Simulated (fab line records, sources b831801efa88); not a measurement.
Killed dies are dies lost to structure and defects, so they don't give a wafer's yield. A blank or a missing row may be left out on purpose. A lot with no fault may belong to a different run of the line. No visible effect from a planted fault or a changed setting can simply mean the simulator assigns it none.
Which tool is to blame? + flow gf180mcu + Sampling: 13 lots, 39 wafers, 5 of 602 route steps

== WHAT EACH GAUGE READ, for each wafer ==
GF_VT_IMPLANT_OVL_MEAS_07.
| lot  | measured     | on         | VT_IMPLANT_OVL (nm) |
|------|--------------|------------|---------------------|
| L912 | day 5 20:39  | overlay-01 | -0.4 0.5 0.0        |
| L913 | day 5 23:16  | overlay-02 | -1.5 0.1 -1.8       |
| L914 | day 6 06:13  | overlay-01 | -0.5 -0.4 -1.3      |
| L917 | day 6 22:17  | overlay-02 | 1.1 0.7 0.2         |
| L918 | day 7 05:40  | overlay-01 | -1.0 -0.4 -0.3      |
| L919 | day 7 07:49  | overlay-01 | 2.7 1.5 3.6         |
| L926 | day 9 04:45  | overlay-01 | 1.0 -0.1 -0.4       |
| L927 | day 9 11:47  | overlay-02 | 1.4 1.2 1.1         |
| L929 | day 9 23:01  | overlay-01 | -1.7 -1.0 -1.7      |
| L932 | day 10 18:30 | overlay-02 | -0.6 0.2 -2.3       |
| L933 | day 11 00:17 | overlay-01 | -1.2 1.1 -0.9       |
| L934 | day 11 07:09 | overlay-01 | 1.0 -1.3 0.2        |
| L935 | day 11 12:26 | overlay-02 | -0.5 -0.1 1.6       |

GF_VT_IMPLANT_RS_MEAS_49: measures by four-point-probe.
| lot  | measured     | on            | MVPSD_RS (ohm/sq)    |
|------|--------------|---------------|----------------------|
| L912 | day 7 19:10  | film-metro-03 | 1170.2 1174.1 1170.2 |
| L913 | day 7 22:19  | film-metro-03 | 1172.1 1172.4 1174.3 |
| L914 | day 8 06:05  | film-metro-01 | 1169.1 1164.7 1164.7 |
| L917 | day 8 23:59  | film-metro-01 | 1169.9 1167.3 1170.8 |
| L918 | day 9 08:19  | film-metro-03 | 1199.7 1201.5 1199.0 |
| L919 | day 9 09:33  | film-metro-03 | 1198.1 1197.0 1196.6 |
| L926 | day 11 12:20 | film-metro-01 | 1171.5 1165.0 1170.0 |
| L927 | day 11 19:36 | film-metro-02 | 1164.6 1164.1 1169.7 |
| L929 | day 12 08:35 | film-metro-01 | 1162.4 1161.9 1162.1 |
| L932 | day 13 04:29 | film-metro-02 | 1167.4 1169.1 1168.1 |
| L933 | day 13 11:55 | film-metro-02 | 1163.8 1168.1 1164.4 |
| L934 | day 13 19:40 | film-metro-01 | 1165.0 1166.9 1167.7 |
| L935 | day 13 23:30 | film-metro-02 | 1170.0 1176.9 1173.0 |

GF_PSD_OVL_MEAS_08.
| lot  | measured     | on         | PSD_OVL (nm)   |
|------|--------------|------------|----------------|
| L912 | day 14 09:52 | overlay-01 | -2.8 -2.5 -3.0 |
| L913 | day 14 11:27 | overlay-01 | -3.2 -1.2 -1.3 |
| L914 | day 15 01:40 | overlay-02 | -4.0 -2.7 -4.6 |
| L917 | day 15 23:16 | overlay-02 | -2.7 -2.2 -1.7 |
| L918 | day 16 10:04 | overlay-01 | -2.0 -4.2 -2.7 |
| L919 | day 16 12:09 | overlay-02 | 1.4 1.5 0.2    |
| L926 | day 19 05:10 | overlay-02 | -2.4 -1.9 -1.2 |
| L927 | day 19 16:19 | overlay-01 | 0.3 0.2 0.5    |
| L929 | day 20 07:37 | overlay-01 | -1.5 -0.7 -0.2 |
| L932 | day 21 09:35 | overlay-02 | -2.0 -3.2 -1.8 |
| L933 | day 21 15:02 | overlay-01 | 0.6 1.2 0.7    |
| L934 | day 21 22:59 | overlay-01 | -1.9 -1.6 -3.2 |
| L935 | day 22 10:20 | overlay-01 | -1.6 -1.2 -0.5 |

== EACH LOT AND THE TOOL THAT RAN IT (in order: tool; ch and the chambers of the sampled wafers; start) ==
| lot  | GF_STI_STRIP_15                     | GF_MVPSD_IMPLANT_08             |
|------|-------------------------------------|---------------------------------|
| L912 | plasma-asher-02 ch 0,1, day 2 05:41 | implanter-01 ch 0, day 5 06:13  |
| L913 | plasma-asher-01 ch 0,1, day 2 08:55 | implanter-03 ch 0, day 5 09:01  |
| L914 | plasma-asher-03 ch 0,1, day 2 12:38 | implanter-01 ch 0, day 5 15:24  |
| L917 | plasma-asher-02 ch 0, day 3 05:05   | implanter-04 ch 0, day 6 06:51  |
| L918 | plasma-asher-03 ch 0,1, day 3 09:20 | implanter-03 ch 0, day 6 13:53  |
| L919 | plasma-asher-01 ch 0,1, day 3 14:09 | implanter-03 ch 0, day 6 16:42  |
| L926 | plasma-asher-03 ch 0,1, day 5 01:11 | implanter-01 ch 0, day 8 11:54  |
| L927 | plasma-asher-01 ch 0,1, day 5 07:51 | implanter-04 ch 0, day 8 18:39  |
| L929 | plasma-asher-03 ch 0,1, day 5 17:51 | implanter-01 ch 0, day 9 05:08  |
| L932 | plasma-asher-03 ch 0,1, day 6 08:37 | implanter-01 ch 0, day 10 00:08 |
| L933 | plasma-asher-01 ch 0,1, day 6 13:06 | implanter-01 ch 0, day 10 05:41 |
| L934 | plasma-asher-03 ch 0,1, day 6 18:36 | implanter-04 ch 0, day 10 11:54 |
| L935 | plasma-asher-03 ch 0,1, day 6 23:26 | implanter-04 ch 0, day 10 17:35 |
- GF_STI_STRIP_15: strips in O2/N2.
- GF_MVPSD_IMPLANT_08

== AS READ BY THE TOOLS THEMSELVES (means over the sampled wafers that have a number; for cases with no such wafer, the mark the record gives instead) ==
GF_STI_STRIP_15.
| lot  | tool            | drypump-motor-current-A (A) | heater-power-w (W) | n2-flow-sccm (sccm) | oes-product-au (a.u.) | strip-time-to-endpoint-s (s) |
|------|-----------------|-----------------------------|--------------------|---------------------|-----------------------|------------------------------|
| L912 | plasma-asher-02 | 5.73                        | 299                | 300.9               | 0.383                 | 3.723                        |
| L913 | plasma-asher-01 | 5.61                        | 346                | 299.6               | 0.391                 | 3.721                        |
| L914 | plasma-asher-03 | 5.65                        | 314                | 299.6               | 0.386                 | 3.735                        |
| L917 | plasma-asher-02 | 5.64                        | 322                | 299.9               | 0.386                 | 3.720                        |
| L918 | plasma-asher-03 | 5.64                        | 308                | 299.5               | 0.382                 | 3.714                        |
| L919 | plasma-asher-01 | 5.67                        | 322                | 300.5               | 0.389                 | 3.714                        |
| L926 | plasma-asher-03 | 5.65                        | 304                | 300.8               | 0.383                 | 3.692                        |
| L927 | plasma-asher-01 | 5.63                        | 353                | 299.6               | 0.383                 | 3.698                        |
| L929 | plasma-asher-03 | 5.54                        | 331                | 300.0               | 0.383                 | 3.720                        |
| L932 | plasma-asher-03 | 5.53                        | 329                | 299.6               | 0.388                 | 3.743                        |
| L933 | plasma-asher-01 | 5.62                        | 354                | 300.3               | 0.383                 | 3.712                        |
| L934 | plasma-asher-03 | 5.65                        | 310                | 299.1               | 0.387                 | 3.708                        |
| L935 | plasma-asher-03 | 5.53                        | 333                | 299.8               | 0.387                 | 3.746                        |

GF_MVPSD_IMPLANT_08.
| lot  | tool         | dose-ions-cm2 | faraday-current-uA |
|------|--------------|---------------|--------------------|
| L912 | implanter-01 | 1.5016e+13    | 86.3               |
| L913 | implanter-03 | 1.5007e+13    | 84.2               |
| L914 | implanter-01 | 1.4988e+13    | 85.9               |
| L917 | implanter-04 | 1.5018e+13    | 84.8               |
| L918 | implanter-03 | 1.4208e+13    | 80.5               |
| L919 | implanter-03 | 1.4225e+13    | 79.0               |
| L926 | implanter-01 | 1.4995e+13    | 84.7               |
| L927 | implanter-04 | 1.4987e+13    | 85.7               |
| L929 | implanter-01 | 1.4991e+13    | 84.3               |
| L932 | implanter-01 | 1.4996e+13    | 84.1               |
| L933 | implanter-01 | 1.4994e+13    | 83.6               |
| L934 | implanter-04 | 1.4982e+13    | 83.8               |
| L935 | implanter-04 | 1.4979e+13    | 84.0               |

== THE ANSWER, worked out from the rows above alone ==
Rule: what is usual is taken from the lots themselves. Put in order of their means at a reading, lots are off if they are a third of the lots or fewer, leave a main group of 4 or more, and stand apart from it by a gap of 3 or more times the standard deviation of the main group's means; of several such gaps the widest counts. A main group whose means are all the same, to the digits that the tables above print for the reading, isn't used. Also off: a lot with no number at a reading for which 4 or more lots have one. Any other lot the step has rows for is counted as sound. The gauges are gone through in route order, then the tools' own readings, and for those a lot's mean is taken as printed above. At the first step where some lot is off, the reading lying furthest off is the one used; lots without a number count as furthest.
Off: at GF_VT_IMPLANT_RS_MEAS_49 (MVPSD_RS), L918, L919. Mean 1168.2 ohm/sq and standard deviation 3.3 in the main group.
A tool fits if, at a process step before that reading, it ran every lot that is off, and no sound lot after the first of them. Not tried: the gauges at GF_VT_IMPLANT_RS_MEAS_49; whatever is off there is also off at GF_MVPSD_IMPLANT_08, on other tools, and gauge error can't account for it. One fits: GF_MVPSD_IMPLANT_08 on implanter-03. A fault onset in the window from L913 (day 5 09:01, its last sound lot) to L918 (day 6 13:53, its first lot off) fits.
The tool's own readings at GF_MVPSD_IMPLANT_08 bear it out: on the lots that are off they differ by more than 5 times the standard deviation of the sound lots' means. dose-ions-cm2 reads 1.4216e+13 there against 1.4996e+13 on the sound lots; faraday-current-uA reads 79.8 there against 84.7 on the sound lots.

== WHAT WAS PUT IN BY THE SIMULATOR ==
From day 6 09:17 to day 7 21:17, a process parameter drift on implanter-03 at GF_MVPSD_IMPLANT_08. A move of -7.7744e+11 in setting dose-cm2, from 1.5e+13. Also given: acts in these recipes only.
Lots struck among those shown: L918, L919. Same finding as the rule above.
